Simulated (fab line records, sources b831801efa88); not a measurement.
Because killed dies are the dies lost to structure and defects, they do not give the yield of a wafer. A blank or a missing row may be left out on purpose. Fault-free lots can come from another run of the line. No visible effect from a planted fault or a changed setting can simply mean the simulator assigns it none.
fab line records	flow sky130
record lots=11	wafers=33	lastDay=51
route steps=708 shown METAL2@499 VIA2@531 METAL3@533 PAD_OPEN@708
lots untouched by any fault: they come from a run of this same line in which no faults occurred
startH: the number of hours between the record's first day and the start of the first shown wafer of the lot	waitH: how many hours have passed since the lot's step before this one	" same as the row above	L1.1+2: a single row standing in for several wafers	- no value present, or no start provided	* or withheld: withheld	< > ~ a bound
route shown NAME@n: names a module that has steps shown in the file, with the first one's number in the route	usual: mean and standard deviation over wafers with no fault	same: alike in all rows	chamber/n: place in a boat	sites: readings site by site	_std_site: standard deviation of those values	_edge_site: mean of outer sites minus mean of inner sites	radiusMm: for every site, how far away it sits from the centre of the wafer	mask NAME#n: copy n	behind: tool/chamber where the wafer was last shaped	hold: the reason the lot was held/the length of the hold in hours/how it ended	device: the n, p or np transistor that did not switch	end of line: tests run on the same wafers once the route is complete	where a step has no rows: the recipe by itself	killed: count of dies lost to structure and defects at first sort (not the wafer's yield)	map: a wafer's dies, x killed, . not, _ none there
set.NAME: the run value of the setting; set.NAME@STEP: its run value at that earlier step	model.NAME: the simulator's own value behind a step, which no gauge read
steps of the route over a sample of lots; a table a step, a row a wafer
services: a tool's chamber out of use, with start hour (startH, from the record's first day; less than 0 if before it), hours out, and reason
## steps
# step SKY_METAL2_OVL_MEAS_16
# usual METAL2_OVL=-2/6.1
lot.wafer	tool	chamber	startH	waitH	METAL2_OVL[nm]
L943.1	overlay-01	-	840.54	0.1	-3
L943.3	"	-	"	"	1
L943.4	"	-	"	"	-5
L947.1	overlay-01	-	880.25	0.1	-6
L947.3	"	-	"	"	-14
L947.6	"	-	"	"	5
L948.3	overlay-02	-	883.86	0.1	-7
L948.5	"	-	"	"	-8
L948.6	"	-	"	"	5
L950.1	overlay-01	-	891.25	0.1	-1
L950.2	"	-	"	"	-1
L950.3	"	-	"	"	6
L951.2	overlay-02	-	908.10	0.1	-5
L951.5	"	-	"	"	-1
L951.6	"	-	"	"	1
L953.1	overlay-02	-	916.75	0.1	-7
L953.4	"	-	"	"	-9
L953.6	"	-	"	"	0
L954.1	overlay-02	-	925.24	0.1	-3
L954.4	"	-	"	"	-7
L954.5	"	-	"	"	-12
L959.3	overlay-02	-	958.16	0.1	-7
L959.4	"	-	"	"	-6
L959.5	"	-	"	"	-6
L960.1	overlay-02	-	960.94	0.1	0
L960.3	"	-	"	"	1
L960.6	"	-	"	"	-10
L963.2	overlay-01	-	985.65	0.1	4
L963.3	"	-	"	"	-1
L963.4	"	-	"	"	2
L966.1	overlay-02	-	1006.05	0.1	-1
L966.3	"	-	"	"	-3
L966.4	"	-	"	"	-2
# step SKY_VIA2_CMP_24
# recipe stopOn=SiO2	tOverpolishS=20	downForcePsi=3.5	platenRpm=60	targetThkNm=0	padVelocityMS=0.94248
# usual motorCurrentA=10.9/1.3	overpolishRunS=19.999/0.01	timeToEndpointS=102/4.8
lot.wafer	tool	chamber	startH	waitH	motorCurrentA	overpolishRunS	timeToEndpointS
L943.1	cmp-02	0	870.35	0.1	9.9	19.973	96
L943.3	"	1	"	"	11.0	20.006	97
L943.4	"	2	"	"	10.9	19.998	104
L947.3	cmp-01	1	909.47	0.1	10.5	20.005	102
L947.1	"	3	"	"	10.4	19.992	104
L947.6	"	1	"	"	11.3	19.999	102
L948.3	cmp-02	2	912.65	0.2	11.3	19.986	107
L948.6	"	3	"	"	11.7	20.019	112
L948.5	"	0	"	"	9.7	20.010	103
L950.2	cmp-02	3	919.71	0.1	11.3	20.000	108
L950.1	"	0	"	"	8.9	20.031	96
L950.3	"	1	"	"	10.6	20.004	97
L951.2	cmp-01	0	937.21	0.0	14.2	19.991	111
L951.6	"	0	"	"	13.8	19.983	105
L951.5	"	1	"	"	10.3	19.989	102
L953.1	cmp-01	2	944.58	0.1	10.3	19.989	98
L953.4	"	3	"	"	11.1	19.986	102
L953.6	"	1	"	"	11.0	19.984	97
L954.1	cmp-02	0	953.38	0.1	9.3	19.997	95
L954.4	"	1	"	"	10.3	20.002	95
L954.5	"	0	"	"	9.2	20.019	97
L959.3	cmp-01	0	986.16	0.3	13.7	19.997	105
L959.4	"	1	"	"	11.3	19.997	101
L959.5	"	3	"	"	10.5	19.996	105
L960.3	cmp-01	3	988.55	0.0	10.0	20.005	107
L960.1	"	2	"	"	10.1	19.999	101
L960.6	"	3	"	"	10.7	20.017	105
L963.3	cmp-02	1	1012.30	0.1	10.8	19.992	94
L963.2	"	2	"	"	11.0	20.004	103
L963.4	"	3	"	"	10.7	20.000	105
L966.3	cmp-02	3	1031.88	0.0	10.8	20.017	110
L966.4	"	0	"	"	9.1	20.015	99
L966.1	"	2	"	"	11.7	20.009	104
# step SKY_METAL3_SPUTTER_01
# recipe material=TiN	targetThkNm=20	powerW=6500	timeS=16.7	chamberPressurePa=0.4
# usual throttleValvePct=30.2/1.1
lot.wafer	tool	chamber	startH	waitH	throttleValvePct
L943.1	pvdSputter-02	-	870.67	0.0	31.4
L943.3	"	-	"	"	29.8
L943.4	"	-	"	"	31.6
L947.1	pvdSputter-02	-	909.74	0.0	31.3
L947.3	"	-	"	"	28.6
L947.6	"	-	"	"	31.5
L948.3	pvdSputter-02	-	912.82	0.0	28.6
L948.5	"	-	"	"	28.6
L948.6	"	-	"	"	32.1
L950.1	pvdSputter-01	-	919.98	0.0	31.5
L950.2	"	-	"	"	30.9
L950.3	"	-	"	"	29.7
L951.2	pvdSputter-01	-	937.53	0.0	31.1
L951.5	"	-	"	"	29.6
L951.6	"	-	"	"	31.1
L953.1	pvdSputter-03	-	944.81	0.0	29.4
L953.4	"	-	"	"	30.0
L953.6	"	-	"	"	29.7
L954.1	pvdSputter-01	-	953.66	0.0	29.9
L954.4	"	-	"	"	30.9
L954.5	"	-	"	"	31.4
L959.3	pvdSputter-03	-	986.39	0.0	28.8
L959.4	"	-	"	"	28.9
L959.5	"	-	"	"	29.5
L960.1	pvdSputter-03	-	988.87	0.0	29.8
L960.3	"	-	"	"	29.9
L960.6	"	-	"	"	28.6
L963.2	pvdSputter-02	-	1012.57	0.0	29.6
L963.3	"	-	"	"	31.1
L963.4	"	-	"	"	28.4
L966.1	pvdSputter-02	-	1032.21	0.0	31.8
L966.3	"	-	"	"	29.6
L966.4	"	-	"	"	28.5
# step SKY_METAL3_METAL_ETCH_18
# recipe targetDepthA=8450	stopOn=SiO2	overEtchFrac=0.3	timeS=183.1	chemistry=Cl2/BCl3	resistSidewallDeg=88	pressureMtorr=10	icpW=900	biasW=48.5	Cl2_flow_sccm=60	bcl3FlowSccm=30
# usual biasW=48.49/0.15	drypumpMotorCurrentA=5.44/0.28	mfcCl2Sccm=59.99/0.18	oesProductAu=0.863/0.0069	throttleValvePct=22.264/0.0094
lot.wafer	tool	chamber	startH	waitH	biasW	drypumpMotorCurrentA	mfcCl2Sccm	oesProductAu	rfHoursCounterH	throttleValvePct
L943.1	rieMetal-03	1	923.86	0.0	48.44	5.63	60.12	0.845	2	22.265
L943.3	"	0	"	"	48.47	5.03	60.05	0.855	-	22.269
L943.4	"	1	"	"	48.55	5.61	60.13	0.860	-	22.259
L947.1	rieMetal-03	1	962.58	0.0	48.53	5.61	59.94	0.866	5	22.258
L947.3	"	1	"	"	48.63	5.64	59.76	0.862	-	22.276
L947.6	"	1	"	"	48.43	5.60	59.88	0.860	-	22.261
L948.3	rieMetal-01	0	964.20	0.1	48.53	5.69	59.85	0.855	-	22.265
L948.5	"	1	"	"	48.45	5.27	59.87	0.847	-	22.257
L948.6	"	0	"	"	48.12	5.73	60.11	0.854	-	22.260
L950.1	rieMetal-01	0	971.43	0.0	48.40	5.72	60.07	0.871	12	22.237
L950.2	"	1	"	"	48.18	5.27	59.95	0.867	20	22.264
L950.3	"	0	"	"	48.44	5.68	60.17	0.872	-	22.266
L951.2	rieMetal-02	0	988.09	0.0	48.58	5.21	59.96	0.867	9	22.275
L951.5	"	1	"	"	48.78	5.70	59.95	0.854	-	22.258
L951.6	"	0	"	"	48.56	5.22	59.70	0.872	-	22.278
L953.1	rieMetal-03	0	993.81	0.0	48.43	5.03	59.87	0.862	13	22.270
L953.4	"	1	"	"	48.75	5.65	59.90	0.866	-	22.283
L953.6	"	0	"	"	48.59	5.04	59.86	0.863	-	22.249
L954.1	rieMetal-01	0	1003.41	0.0	48.40	5.72	59.90	0.869	14	22.251
L954.4	"	1	"	"	48.54	5.27	60.04	0.870	-	22.276
L954.5	"	0	"	"	48.71	5.72	60.23	0.869	-	22.261
L959.3	rieMetal-01	1	1034.34	0.1	37.92	5.26	59.91	0.871	-	22.273
L959.4	"	0	"	"	48.49	5.72	59.76	0.873	-	22.270
L959.5	"	0	"	"	48.39	5.73	59.86	0.861	-	22.259
L960.1	rieMetal-02	0	1037.08	0.0	48.58	5.23	60.14	0.858	12	22.255
L960.3	"	1	"	"	48.29	5.73	60.15	0.862	-	22.256
L960.6	"	1	"	"	48.34	5.74	60.00	0.866	-	22.263
L963.2	rieMetal-03	1	1060.08	0.0	48.43	5.65	60.30	0.867	10	22.262
L963.3	"	1	"	"	48.58	5.62	60.05	0.861	-	22.255
L963.4	"	0	"	"	48.33	5.04	60.01	0.860	-	22.272
L966.1	rieMetal-02	0	1078.07	0.0	48.34	5.22	60.27	0.864	15	22.278
L966.3	"	1	"	"	48.74	5.70	59.94	0.869	-	22.252
L966.4	"	0	"	"	48.42	5.23	60.15	0.859	-	22.254
# step SKY_METAL3_STRIP_19
# recipe chemistry=O2/N2	powerW=1400	pressureMtorr=1500	platenTempC=withheld	o2FlowSccm=3000	n2FlowSccm=300	overashFraction=0.5
# usual drypumpMotorCurrentA=5.6/0.5	oesProductAu=0.504/0.0065	stripTimeToEndpointS=6.58/0.097
lot.wafer	tool	chamber	startH	waitH	drypumpMotorCurrentA	oesProductAu	rfHoursCounterH	stripTimeToEndpointS
L943.1	plasmaAsher-01	1	924.04	0.1	6.4	0.500	106	6.56
L943.3	"	1	"	"	6.4	0.504	-	6.59
L943.4	"	0	"	"	5.3	0.501	-	6.57
L947.1	plasmaAsher-03	1	962.75	0.1	6.0	0.502	22	6.56
L947.3	"	1	"	"	6.1	0.497	-	6.55
L947.6	"	0	"	"	6.1	0.501	-	6.60
L948.3	plasmaAsher-01	1	964.35	0.1	6.4	0.509	-	6.63
L948.5	"	1	"	"	6.3	0.514	-	6.64
L948.6	"	0	"	"	5.2	0.501	-	6.65
L950.1	plasmaAsher-02	0	971.60	0.1	5.2	0.507	85	6.56
L950.2	"	1	"	"	5.2	0.515	85	6.68
L950.3	"	1	"	"	5.2	0.494	-	6.62
L951.2	plasmaAsher-02	0	988.27	0.1	5.2	0.502	86	6.45
L951.5	"	1	"	"	5.2	0.500	-	6.53
L951.6	"	0	"	"	5.2	0.498	-	6.51
L953.1	plasmaAsher-01	1	993.99	0.1	6.4	0.502	113	6.58
L953.4	"	1	"	"	6.3	0.502	-	6.57
L953.6	"	0	"	"	5.3	0.504	-	6.65
L954.1	plasmaAsher-02	1	1003.59	0.1	5.2	0.516	88	6.66
L954.4	"	1	"	"	5.2	0.506	-	6.71
L954.5	"	0	"	"	5.2	0.515	-	6.72
L959.3	plasmaAsher-03	0	1034.54	0.1	6.1	0.526	-	7.09
L959.4	"	1	"	"	6.1	0.506	-	6.72
L959.5	"	1	"	"	6.1	0.506	-	6.79
L960.1	plasmaAsher-01	1	1037.26	0.1	6.3	0.498	117	6.56
L960.3	"	0	"	"	5.2	0.494	-	6.52
L960.6	"	1	"	"	6.4	0.508	-	6.58
L963.2	plasmaAsher-03	0	1060.26	0.1	6.0	0.500	32	6.52
L963.3	"	1	"	"	6.1	0.509	-	6.56
L963.4	"	0	"	"	6.1	0.501	-	6.63
L966.1	plasmaAsher-01	1	1078.30	0.2	6.3	0.478	1	6.39
L966.3	"	0	"	"	5.2	0.491	-	6.47
L966.4	"	1	"	"	6.3	0.494	-	6.34
# step SKY_PAD_OPEN_PROBE_99
# usual defectLimitedYield=82.5/1.9	killed_at_M0_to_M3=43/6.8	killed_at_M4_up=3.2/2	killedAtContacts=24/5.3	killedAtFrontEnd=16/4.4	killedAtOther=0.3/0.54	killedDies=86/9.4	killedOpen=48/6.6	killedShort=38/6.5	sort_bin_3_pad_short=0.8/0.4	sort_bin_5_function=10.4/1.5	sort_bin_6_memory=6.3/1.2	sortNPass=406/9.4	sortYieldPct=82.5/1.9
# same grossDies=492	killedAtBackSide=0	sort_bin_4_leakage[%]=0	sort_bin_8_speed[%]=0
lot.wafer	tool	chamber	startH	waitH	defectLimitedYield[%]	killed_at_M0_to_M3	killed_at_M4_up	killedAtContacts	killedAtFrontEnd	killedAtOther	killedDies	killedOpen	killedShort	sort_bin_3_pad_short[%]	sort_bin_5_function[%]	sort_bin_6_memory[%]	sortNPass	sortYieldPct[%]
L943.1	prober-01	-	1099.78	0.1	84.8	33	2	24	16	0	75	42	33	1.0	9.1	5.1	417	84.8
L943.3	prober-01	-	1099.88	0.2	82.1	48	5	19	16	0	88	45	43	0.6	10.4	6.9	404	82.1
L943.4	prober-01	-	1099.93	0.2	79.5	57	3	23	17	1	101	54	47	0.4	12.8	7.3	391	79.5
L950.1	prober-01	-	1138.20	0.1	85.6	42	5	15	9	0	71	38	33	0.8	8.3	5.3	421	85.6
L950.2	prober-01	-	1138.25	0.1	82.1	39	5	24	19	1	88	49	39	0.4	10.2	7.3	404	82.1
L950.3	prober-01	-	1138.30	0.2	85.0	38	7	12	17	0	74	38	36	0.4	7.7	6.9	418	85.0
L954.1	prober-02	-	1164.48	0.1	83.1	50	1	21	11	0	83	53	29	1.0	9.1	6.7	409	83.1
L954.4	prober-02	-	1164.63	0.2	83.9	39	3	21	15	1	79	43	36	0.8	10.2	5.1	413	83.9
L954.5	prober-02	-	1164.68	0.2	81.7	47	1	26	16	0	90	42	48	1.2	11.4	5.7	402	81.7
L959.3	prober-01	-	1188.55	0.2	83.7	49	3	13	15	0	80	44	36	0.6	9.6	6.1	412	83.7
L963.2	prober-02	-	1206.58	0.1	83.5	38	2	24	17	0	81	53	28	0.4	9.1	6.9	411	83.5
L963.3	prober-02	-	1206.63	0.2	82.9	41	2	27	14	0	84	49	35	0.6	8.7	7.7	408	82.9
L963.4	prober-02	-	1206.68	0.2	80.3	56	1	22	18	0	97	55	40	0.6	12.2	6.9	395	80.3
# killed by level:class
L943.1 VIA1:geometricParticle:open=9 CONTACT:geometricParticle:open=8 LOCAL_INTERCONNECT:geometricParticle:short=7 FIELD_ISO:geometricParticle:short=6 LI_CONTACT:geometricParticle:open=6 VIA3:geometricParticle:open=6 VIA2:geometricParticle:open=4 METAL2:geometricParticle:short=3
L943.3 VIA1:geometricParticle:open=14 VIA2:geometricParticle:open=8 CONTACT:geometricParticle:open=7 CONTACT:geometricParticle:short=6 FIELD_ISO:geometricParticle:short=5 FIELD_ISO:geometricParticle:open=5 METAL2:geometricParticle:short=5 LI_CONTACT:geometricParticle:short=4
L943.4 CONTACT:geometricParticle:open=12 VIA1:geometricParticle:open=12 METAL2:geometricParticle:short=9 VIA3:geometricParticle:open=8 VIA2:geometricParticle:open=6 VIA2:geometricParticle:short=5 METAL3:geometricParticle:short=5 FIELD_ISO:geometricParticle:short=4
L950.1 CONTACT:geometricParticle:open=9 VIA2:geometricParticle:open=9 VIA1:geometricParticle:open=9 METAL1:geometricParticle:short=7 METAL2:geometricParticle:short=5 VIA1:geometricParticle:short=4 METAL4:geometricParticle:short=4 FIELD_ISO:geometricParticle:open=3
L950.2 CONTACT:geometricParticle:open=9 VIA1:geometricParticle:open=8 POLY_GATE:geometricParticle:open=7 METAL2:geometricParticle:short=7 VIA2:geometricParticle:open=6 VIA3:geometricParticle:open=5 FIELD_ISO:geometricParticle:short=4 LOCAL_INTERCONNECT:geometricParticle:short=4
L950.3 VIA1:geometricParticle:open=10 VIA1:geometricParticle:short=6 FIELD_ISO:geometricParticle:short=5 METAL1:geometricParticle:short=5 VIA2:geometricParticle:open=5 CONTACT:geometricParticle:open=4 FIELD_ISO:geometricParticle:open=4 METAL2:geometricParticle:short=4
L954.1 VIA1:geometricParticle:open=13 CONTACT:geometricParticle:open=9 LI_CONTACT:geometricParticle:open=8 VIA3:geometricParticle:open=7 METAL3:geometricParticle:short=7 VIA2:geometricParticle:open=5 CONTACT:geometricParticle:short=4 METAL2:geometricParticle:short=4
L954.4 VIA2:geometricParticle:open=9 VIA1:geometricParticle:open=8 FIELD_ISO:geometricParticle:short=6 CONTACT:geometricParticle:short=6 LI_CONTACT:geometricParticle:open=6 CONTACT:geometricParticle:open=6 METAL3:geometricParticle:short=5 VIA3:geometricParticle:open=4
L954.5 CONTACT:geometricParticle:open=11 METAL1:geometricParticle:short=8 LI_CONTACT:geometricParticle:open=7 VIA2:geometricParticle:open=7 FIELD_ISO:geometricParticle:short=6 VIA1:geometricParticle:short=6 VIA3:geometricParticle:open=6 METAL2:geometricParticle:short=5
L959.3 METAL1:geometricParticle:short=9 VIA1:geometricParticle:open=9 VIA2:geometricParticle:open=8 FIELD_ISO:geometricParticle:open=5 POLY_GATE:geometricParticle:open=5 METAL2:geometricParticle:short=5 LOCAL_INTERCONNECT:geometricParticle:short=4 VIA1:geometricParticle:short=4
L963.2 VIA1:geometricParticle:open=17 CONTACT:geometricParticle:open=8 LI_CONTACT:geometricParticle:open=7 VIA3:geometricParticle:open=6 FIELD_ISO:geometricParticle:short=4 FIELD_ISO:geometricParticle:open=3 POLY_GATE:geometricParticle:open=3 CONTACT:geometricParticle:short=3
L963.3 VIA1:geometricParticle:open=18 CONTACT:geometricParticle:open=10 LI_CONTACT:geometricParticle:open=6 VIA2:geometricParticle:open=5 VIA3:geometricParticle:open=5 FIELD_ISO:geometricParticle:short=4 CONTACT:geometricParticle:short=4 POLY_GATE:geometricParticle:short=3
L963.4 VIA1:geometricParticle:open=15 CONTACT:geometricParticle:open=8 METAL1:geometricParticle:short=7 VIA2:geometricParticle:open=7 VIA1:geometricParticle:short=7 VIA3:geometricParticle:open=7 LI_CONTACT:geometricParticle:open=5 POLY_GATE:geometricParticle:open=4
## services
tool	chamber	startH	hours	kind
cmp-01	-	847.83	5.3	repair
plasmaAsher-02	-	879.25	14.6	pm
pvdSputter-02	-	887.03	0.6	repair
rieMetal-02	1	896.19	13.8	repair
rieMetal-01	-	896.53	1.4	pm
plasmaAsher-02	-	900.74	1.3	repair
pvdSputter-03	-	911.46	1.9	repair
cmp-01	-	912.00	4.0	pm
cmp-01	-	916.00	-	consumableReplace:conditioner
cmp-01	-	916.00	-	consumableReplace:pad
cmp-01	-	919.43	2.0	repair
cmp-01	-	928.16	4.4	repair
cmp-02	-	936.58	9.3	repair
cmp-01	-	955.60	25.6	pm
pvdSputter-02	-	956.80	4.2	repair
rieMetal-03	-	979.62	1.4	pm
plasmaAsher-02	-	981.48	2.8	pm
cmp-02	-	981.53	7.5	pm
plasmaAsher-02	-	1000.12	1.1	repair
pvdSputter-02	2	1032.34	-	consumableReplace:kit
cmp-01	-	1041.34	0.7	repair
rieMetal-02	-	1041.54	0.5	repair
plasmaAsher-01	-	1055.25	9.0	pm
cmp-01	-	1067.99	4.4	pm
## key
firstSign step=SKY_METAL3_METAL_ETCH_18	reading=biasW	direction=down	sigmas=73	usual=48.49	struck=37.92
effect step=SKY_METAL3_STRIP_19	reading=stripTimeToEndpointS	direction=up	sigmas=5.2	usual=*	struck=*
metAt SKY_METAL3_METAL_ETCH_18
struckLots L959
struckWafers L959.3
notActingAt SKY_METAL2_OVL_MEAS_16,SKY_VIA2_CMP_24,SKY_METAL3_SPUTTER_01
onsetBetween 1003.41 1034.34
earlierFault kind=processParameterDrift	tool=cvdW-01	chamber=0	onsetH=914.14	steps=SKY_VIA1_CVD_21	channel=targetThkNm	offset=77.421	shape=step	actsIn=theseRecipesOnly	stated=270
fault kind=processParameterDrift	tool=rieMetal-01	chamber=1	onsetH=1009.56	steps=SKY_METAL3_METAL_ETCH_18	channel=biasW	offset=-10.408	shape=step	actsIn=theseRecipesOnly	stated=48.5
